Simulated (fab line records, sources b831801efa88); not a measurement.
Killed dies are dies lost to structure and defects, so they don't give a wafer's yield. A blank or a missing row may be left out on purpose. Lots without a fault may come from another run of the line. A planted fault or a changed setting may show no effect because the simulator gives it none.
Which tool did it? | flow gf180mcu | 13 lots, 39 wafers sampled, at 1 step of a route of 602

WHAT THE GAUGES READ, wafer by wafer
GF_V4_THK_MEAS_01.
lot  | measured     | on            | V4_CVD_00_THK (nm)
L192 | day 23 08:55 | film_metro-04 | 575 576 579
L194 | day 24 07:38 | film_metro-03 | 578 576 576
L196 | day 24 21:38 | film_metro-02 | 581 585 585
L197 | day 25 09:37 | film_metro-02 | 593 586 591
L199 | day 26 00:05 | film_metro-02 | 585 586 583
L201 | day 27 12:37 | film_metro-02 | 587 581 586
L202 | day 27 21:48 | film_metro-02 | 589 580 583
L203 | day 28 02:56 | film_metro-03 | 589 597 589
L207 | day 29 05:12 | film_metro-02 | 585 586 583
L209 | day 29 08:11 | film_metro-03 | 580 592 590
L211 | day 29 13:54 | film_metro-02 | 574 582 592
L210 | day 29 18:49 | film_metro-04 | 591 583 583
L212 | day 30 03:06 | film_metro-04 | 585 584 589

WHICH TOOL RAN EACH LOT (tool, then ch and the chambers of the sampled wafers, then the start)
The record holds no process step before these readings.

WHAT THE TOOLS THEMSELVES READ (means of the sampled wafers that have a number; where no wafer has one, the mark that the record gives instead)
The record holds no such reading with a usual standard deviation.

THE ANSWER, worked out from the rows above alone
Rule: what is usual is taken from the lots themselves. Put in order of their means at a reading, lots are off if they are a third of the lots or fewer, leave a main group of 4 or more, and stand apart from it by a gap of 3 or more times the standard deviation of the main group's means; of several such gaps the widest counts. A main group whose means are all the same, to the digits that the tables above print for the reading, isn't used. A lot without any number at a reading at which 4 lots or more have one is off too. The other lots that the step has rows for count as sound. The gauges are gone through in route order, then the tools' own readings, and for those a lot's mean is taken as printed above. The first step at which some lot is off is used, and at that step the reading that is off furthest; a lot without a number counts as furthest.
No lot is off at any reading shown: from this, nothing can be told.

WHAT THE SIMULATOR HAD PUT IN
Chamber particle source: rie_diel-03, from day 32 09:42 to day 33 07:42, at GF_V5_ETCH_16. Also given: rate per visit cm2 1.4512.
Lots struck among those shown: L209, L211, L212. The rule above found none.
